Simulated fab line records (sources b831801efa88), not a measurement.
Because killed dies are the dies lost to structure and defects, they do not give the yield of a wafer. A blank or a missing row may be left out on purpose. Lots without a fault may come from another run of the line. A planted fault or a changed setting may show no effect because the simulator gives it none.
fab line records ; flow sky130
record lots=12; wafers=36; lastDay=50
route steps=708 shown METAL4@599 VIA4@646 PAD_OPEN@708
lots that met no fault: taken from a fault-free run of the same line
startH: start of the lot's first displayed wafer, in hours after the record's first day ; waitH: how many hours have passed since the lot's step before this one ; " same as the row above ; L1.1+2: a single row standing in for several wafers ; - no value, or no start given ; * or withheld: withheld ; < > ~ a bound
route shown NAME@n: a module of which the file shows steps, and the number in the route of the first ; usual: mean and standard deviation over wafers with no fault ; same: alike in all rows ; chamber/n: place in a boat ; sites: each site's reading ; _std_site: how widely they spread, as a standard deviation ; _edge_site: mean of outer sites minus mean of inner sites ; radiusMm: for every site, how far away it sits from the centre of the wafer ; mask NAME#n: copy n ; behind: the tool/chamber that last shaped the wafer ; hold: why the lot was held/for how many hours/how that ended ; device: the n, p or np transistor that did not switch ; end of line: the tests these same wafers got at the end of their route ; where a step has no rows: the recipe by itself ; killed: dies lost to structure and defects at the first sort, not the wafer's yield ; map: shows each die of a wafer: x if killed, . if not, _ if none is there
set.NAME: the setting the step ran with; set.NAME@STEP: the setting that earlier step ran with ; model.NAME: the simulator's own value behind a step, which no gauge read
one table for each step of the route and one row for each wafer, over a sample of lots
services: the hour from which a tool's chamber was out of use, counted from the record's first day as startH (under 0 if before that day), plus the number of hours and why
## steps
# step SKY_METAL4_SPUTTER_01
# recipe material=TiN; targetThkNm=20; powerW=6500; timeS=16.7; chamberPressurePa=0.4
# usual throttleValvePct=30.0/0.85
# same timeS=16.7
lot.wafer;tool;chamber;startH;waitH;throttleValvePct
L581.1;pvdSputter-04;-;959.69;0.0;29.9
L581.5;pvdSputter-04;-;959.69;0.0;30.3
L581.6;pvdSputter-04;-;959.69;0.0;30.3
L582.1;pvdSputter-03;-;968.04;0.0;29.9
L582.2;pvdSputter-03;-;968.04;0.0;31.3
L582.3;pvdSputter-03;-;968.04;0.0;29.3
L583.3;pvdSputter-04;-;981.17;0.0;30.3
L583.4;pvdSputter-04;-;981.17;0.0;28.6
L583.5;pvdSputter-04;-;981.17;0.0;30.2
L587.1;pvdSputter-02;-;1024.76;0.0;30.5
L587.2;pvdSputter-02;-;1024.76;0.0;28.2
L587.5;pvdSputter-02;-;1024.76;0.0;30.2
L586.1;pvdSputter-04;-;1025.21;0.0;29.1
L586.4;pvdSputter-04;-;1025.21;0.0;30.3
L586.5;pvdSputter-04;-;1025.21;0.0;30.2
L588.1;pvdSputter-04;-;1028.41;0.0;28.9
L588.4;pvdSputter-04;-;1028.41;0.0;30.4
L588.5;pvdSputter-04;-;1028.41;0.0;30.5
L589.2;pvdSputter-02;-;1031.19;0.0;28.6
L589.5;pvdSputter-02;-;1031.19;0.0;28.6
L589.6;pvdSputter-02;-;1031.19;0.0;30.3
L595.2;pvdSputter-04;-;1051.76;0.0;29.0
L595.3;pvdSputter-04;-;1051.76;0.0;30.0
L595.5;pvdSputter-04;-;1051.76;0.0;30.5
L596.1;pvdSputter-03;-;1059.86;0.0;30.4
L596.2;pvdSputter-03;-;1059.86;0.0;31.3
L596.4;pvdSputter-03;-;1059.86;0.0;29.2
L598.3;pvdSputter-02;-;1071.86;0.0;30.4
L598.4;pvdSputter-02;-;1071.86;0.0;28.5
L598.5;pvdSputter-02;-;1071.86;0.0;30.1
L599.2;pvdSputter-02;-;1079.62;0.0;28.8
L599.4;pvdSputter-02;-;1079.62;0.0;30.3
L599.5;pvdSputter-02;-;1079.62;0.0;30.4
L600.1;pvdSputter-04;-;1095.77;0.0;30.4
L600.3;pvdSputter-04;-;1095.77;0.0;28.5
L600.4;pvdSputter-04;-;1095.77;0.0;30.0
# step SKY_METAL4_SPUTTER_04
# recipe material=TiN; targetThkNm=70; powerW=6500; timeS=58.3; chamberPressurePa=0.4
# usual throttleValvePct=30.0/0.83
# same timeS=58.3
lot.wafer;tool;chamber;startH;waitH;throttleValvePct
L581.1;pvdSputter-04;-;959.77;0.0;30.3
L581.5;pvdSputter-04;-;959.77;0.0;30.1
L581.6;pvdSputter-04;-;959.77;0.0;30.1
L582.1;pvdSputter-03;-;968.12;0.0;30.1
L582.2;pvdSputter-03;-;968.12;0.0;31.2
L582.3;pvdSputter-03;-;968.12;0.0;29.3
L583.3;pvdSputter-04;-;981.26;0.0;30.2
L583.4;pvdSputter-04;-;981.26;0.0;28.7
L583.5;pvdSputter-04;-;981.26;0.0;30.1
L587.1;pvdSputter-02;-;1024.84;0.0;30.3
L587.2;pvdSputter-02;-;1024.84;0.0;28.6
L587.5;pvdSputter-02;-;1024.84;0.0;30.4
L586.1;pvdSputter-04;-;1025.29;0.0;28.6
L586.4;pvdSputter-04;-;1025.29;0.0;30.2
L586.5;pvdSputter-04;-;1025.29;0.0;30.2
L588.1;pvdSputter-04;-;1028.49;0.0;28.6
L588.4;pvdSputter-04;-;1028.49;0.0;30.2
L588.5;pvdSputter-04;-;1028.49;0.0;30.3
L589.2;pvdSputter-02;-;1031.27;0.0;28.6
L589.5;pvdSputter-02;-;1031.27;0.0;28.7
L589.6;pvdSputter-02;-;1031.27;0.0;30.5
L595.2;pvdSputter-04;-;1051.84;0.0;28.6
L595.3;pvdSputter-04;-;1051.84;0.0;30.0
L595.5;pvdSputter-04;-;1051.84;0.0;30.5
L596.1;pvdSputter-03;-;1059.94;0.0;30.3
L596.2;pvdSputter-03;-;1059.94;0.0;31.4
L596.4;pvdSputter-03;-;1059.94;0.0;29.0
L598.3;pvdSputter-02;-;1071.95;0.0;30.7
L598.4;pvdSputter-02;-;1071.95;0.0;28.4
L598.5;pvdSputter-02;-;1071.95;0.0;30.4
L599.2;pvdSputter-02;-;1079.71;0.0;28.7
L599.4;pvdSputter-02;-;1079.71;0.0;30.2
L599.5;pvdSputter-02;-;1079.71;0.0;30.3
L600.1;pvdSputter-04;-;1095.86;0.0;30.4
L600.3;pvdSputter-04;-;1095.86;0.0;28.9
L600.4;pvdSputter-04;-;1095.86;0.0;30.2
# step SKY_METAL4_ETCH_17
# recipe target=SiO2; stopOn=TiN; chemistry=C4F8/O2/Ar; sourceW=1500; biasW=1200; pressureMtorr=40; c4f8FlowSccm=withheld; O2_flow_sccm=6; Ar_flow_sccm=300; timeS=3.9; targetDepthA=150
# usual oesProductAu=0.753/0.0064
# same timeS=3.9
lot.wafer;tool;chamber;startH;waitH;oesProductAu;rfHoursCounterH
L581.1;rieDiel-04;2;1008.55;0.1;0.748;17
L581.5;rieDiel-04;1;1008.55;0.1;0.755;-
L581.6;rieDiel-04;2;1008.55;0.1;0.754;-
L582.1;rieDiel-04;2;1016.65;0.1;0.757;17
L582.2;rieDiel-04;1;1016.65;0.1;0.750;19
L582.3;rieDiel-04;0;1016.65;0.1;0.758;12
L583.3;rieDiel-01;3;1028.85;0.0;0.748;12
L583.4;rieDiel-01;2;1028.85;0.0;0.757;25
L583.5;rieDiel-01;0;1028.85;0.0;0.749;-
L587.1;rieDiel-01;0;1069.49;0.1;0.755;2
L587.2;rieDiel-01;3;1069.49;0.1;0.746;14
L587.5;rieDiel-01;0;1069.49;0.1;0.743;-
L586.1;rieDiel-04;0;1070.49;0.1;0.756;14
L586.4;rieDiel-04;3;1070.49;0.1;0.761;19
L586.5;rieDiel-04;1;1070.49;0.1;0.763;-
L588.1;rieDiel-01;1;1073.19;0.1;0.756;13
L588.4;rieDiel-01;2;1073.19;0.1;0.766;-
L588.5;rieDiel-01;0;1073.19;0.1;0.762;-
L589.2;rieDiel-01;2;1075.44;0.1;0.752;27
L589.5;rieDiel-01;1;1075.44;0.1;0.766;-
L589.6;rieDiel-01;2;1075.44;0.1;0.760;-
L595.2;rieDiel-02;0;1096.16;0.2;0.747;18
L595.3;rieDiel-02;2;1096.16;0.2;0.754;18
L595.5;rieDiel-02;3;1096.16;0.2;0.754;-
L596.1;rieDiel-01;1;1103.04;0.1;0.745;15
L596.2;rieDiel-01;3;1103.04;0.1;0.753;14
L596.4;rieDiel-01;0;1103.04;0.1;0.756;3
L598.3;rieDiel-01;0;1113.02;0.0;0.741;3
L598.4;rieDiel-01;2;1113.02;0.0;0.752;28
L598.5;rieDiel-01;0;1113.02;0.0;0.745;-
L599.2;rieDiel-02;0;1121.40;0.1;0.747;19
L599.4;rieDiel-02;1;1121.40;0.1;0.755;13
L599.5;rieDiel-02;0;1121.40;0.1;0.750;-
L600.1;rieDiel-02;0;1135.70;0.1;0.745;20
L600.3;rieDiel-02;0;1135.70;0.1;0.743;-
L600.4;rieDiel-02;1;1135.70;0.1;0.753;-
# step SKY_VIA4_SOFTBAKE_07
# recipe tempC=90; timeS=60; resist=NOVOLAK
# usual exhaustPa=45.1/0.9; heaterPowerTotalW=56.60/0.047; plateTempC=90.00/0.12
# same timeS=60
lot.wafer;tool;chamber;startH;waitH;exhaustPa;heaterPowerTotalW;plateTempC
L581.1;lithoTrack-02;0;1021.89;0.1;45.1;56.57;90.01
L581.5;lithoTrack-02;0;1021.89;0.1;46.6;56.60;89.89
L581.6;lithoTrack-02;0;1021.89;0.1;46.0;56.58;89.84
L582.1;lithoTrack-03;0;1030.37;0.1;44.3;56.63;90.20
L582.2;lithoTrack-03;0;1030.37;0.1;43.0;56.62;90.01
L582.3;lithoTrack-03;0;1030.37;0.1;44.4;56.63;90.06
L583.3;lithoTrack-01;0;1041.06;0.1;44.0;56.61;89.88
L583.4;lithoTrack-01;0;1041.06;0.1;45.2;56.48;89.80
L583.5;lithoTrack-01;0;1041.06;0.1;45.4;56.57;89.80
L587.1;lithoTrack-03;0;1081.02;0.1;44.1;56.52;90.08
L587.2;lithoTrack-03;0;1081.02;0.1;44.7;56.59;90.09
L587.5;lithoTrack-03;0;1081.02;0.1;44.3;56.60;90.07
L586.1;lithoTrack-02;0;1081.84;0.1;43.4;56.60;90.15
L586.4;lithoTrack-02;0;1081.84;0.1;44.4;56.59;90.25
L586.5;lithoTrack-02;0;1081.84;0.1;45.6;56.58;90.11
L588.1;lithoTrack-01;0;1084.56;0.1;45.3;56.69;89.98
L588.4;lithoTrack-01;0;1084.56;0.1;45.6;56.59;89.79
L588.5;lithoTrack-01;0;1084.56;0.1;45.4;56.57;89.87
L589.2;lithoTrack-02;0;1086.86;0.1;43.1;58.58;92.45
L589.5;lithoTrack-02;0;1086.86;0.1;42.8;58.62;92.22
L589.6;lithoTrack-02;0;1086.86;0.1;43.5;58.65;92.49
L595.2;lithoTrack-02;0;1106.96;0.1;44.6;58.65;92.19
L595.3;lithoTrack-02;0;1106.96;0.1;44.2;58.60;92.12
L595.5;lithoTrack-02;0;1106.96;0.1;44.6;58.58;92.20
L596.1;lithoTrack-01;0;1114.41;0.1;45.9;56.60;89.94
L596.2;lithoTrack-01;0;1114.41;0.1;45.9;56.61;89.84
L596.4;lithoTrack-01;0;1114.41;0.1;45.8;56.46;89.84
L598.3;lithoTrack-01;0;1123.71;0.1;44.7;56.60;90.10
L598.4;lithoTrack-01;0;1123.71;0.1;45.6;56.56;90.14
L598.5;lithoTrack-01;0;1123.71;0.1;44.5;56.55;90.06
L599.2;lithoTrack-01;0;1131.59;0.1;44.4;56.63;90.09
L599.4;lithoTrack-01;0;1131.59;0.1;45.1;56.65;90.07
L599.5;lithoTrack-01;0;1131.59;0.1;44.4;56.58;90.08
L600.1;lithoTrack-03;0;1145.92;0.1;45.2;56.52;89.94
L600.3;lithoTrack-03;0;1145.92;0.1;45.3;56.57;90.05
L600.4;lithoTrack-03;0;1145.92;0.1;45.1;56.61;90.09
# step SKY_PAD_OPEN_PROBE_99
# usual defectLimitedYield=82.5/1.8; killed_at_M0_to_M3=43/6.5; killed_at_M4_up=3/1.7; killedAtContacts=25/5.1; killedAtFrontEnd=15/3.8; killedAtOther=0.2/0.45; killedDies=86/8.8; killedOpen=47/6.7; killedShort=39/6; sort_bin_3_pad_short=0.9/0.46; sort_bin_5_function=10.2/1.4; sort_bin_6_memory=6.4/1; sortNPass=406/8.8; sortYieldPct=82.5/1.8
# same grossDies=492; killedAtBackSide=0; sort_bin_4_leakage[%]=0; sort_bin_8_speed[%]=0
lot.wafer;tool;chamber;startH;waitH;defectLimitedYield[%];killed_at_M0_to_M3;killed_at_M4_up;killedAtContacts;killedAtFrontEnd;killedAtOther;killedDies;killedOpen;killedShort;sort_bin_3_pad_short[%];sort_bin_5_function[%];sort_bin_6_memory[%];sortNPass;sortYieldPct[%]
L589.2;prober-01;-;1160.89;0.1;81.9;40;6;35;8;0;89;51;38;0.4;12.0;5.7;403;81.9
L589.5;prober-01;-;1161.04;0.2;82.9;44;2;19;19;0;84;46;38;0.4;10.2;6.5;408;82.9
L589.6;prober-01;-;1161.09;0.2;80.7;50;1;32;12;0;95;56;39;0;13.8;5.5;397;80.7
# killed by level:class
L589.2 LI_CONTACT:geometricParticle:open=14 VIA1:geometricParticle:open=11 LOCAL_INTERCONNECT:geometricParticle:short=8 VIA2:geometricParticle:open=7 METAL2:geometricParticle:short=7 CONTACT:geometricParticle:short=6 VIA3:geometricParticle:open=6 CONTACT:geometricParticle:open=5
L589.5 VIA1:geometricParticle:open=14 CONTACT:geometricParticle:open=8 FIELD_ISO:geometricParticle:short=6 METAL2:geometricParticle:short=6 POLY_GATE:geometricParticle:open=5 VIA2:geometricParticle:short=4 CONTACT:geometricParticle:short=4 VIA2:geometricParticle:open=4
L589.6 VIA1:geometricParticle:open=12 CONTACT:geometricParticle:open=11 LI_CONTACT:geometricParticle:open=9 VIA3:geometricParticle:open=9 VIA1:geometricParticle:short=9 LOCAL_INTERCONNECT:geometricParticle:short=5 METAL1:geometricParticle:short=5 POLY_GATE:geometricParticle:open=4
## services
tool;chamber;startH;hours;kind
rieDiel-04;3;941.83;12.8;repair
pvdSputter-04;-;963.24;1.5;repair
rieDiel-04;1;968.16;2.2;repair
rieDiel-04;3;992.15;5.2;repair
rieDiel-01;0;1003.66;-;clean
rieDiel-01;0;1003.66;16.7;scheduledDown
rieDiel-01;0;1003.66;16.7;ventCycle
pvdSputter-02;-;1011.12;0.8;repair
rieDiel-01;1;1047.35;1.2;repair
rieDiel-01;-;1058.71;5.7;repair
rieDiel-01;3;1071.60;8.3;repair
rieDiel-04;1;1113.25;10.0;repair
rieDiel-01;-;1118.31;3.3;repair
rieDiel-02;2;1126.36;10.0;repair
rieDiel-04;2;1128.29;3.6;repair
rieDiel-02;3;1130.73;5.0;repair
rieDiel-02;3;1136.93;4.6;repair
pvdSputter-02;-;1141.51;4.3;repair
## key
firstSign step=SKY_VIA4_SOFTBAKE_07; reading=heaterPowerTotalW; direction=up; sigmas=43; usual=*; struck=*
effect step=SKY_VIA4_SOFTBAKE_07; reading=plateTempC; direction=up; sigmas=19; usual=*; struck=*
metAt SKY_VIA4_SOFTBAKE_07
struckLots L589,L595
notActingAt SKY_METAL4_SPUTTER_01,SKY_METAL4_SPUTTER_04,SKY_METAL4_ETCH_17
onsetBetween 1081.84 1086.86
fault kind=processParameterDrift; tool=lithoTrack-02; chamber=-; onsetH=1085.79; steps=SKY_VIA4_SOFTBAKE_07; channel=tempC; offset=*; shape=step; endH=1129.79; actsIn=*; stated=*
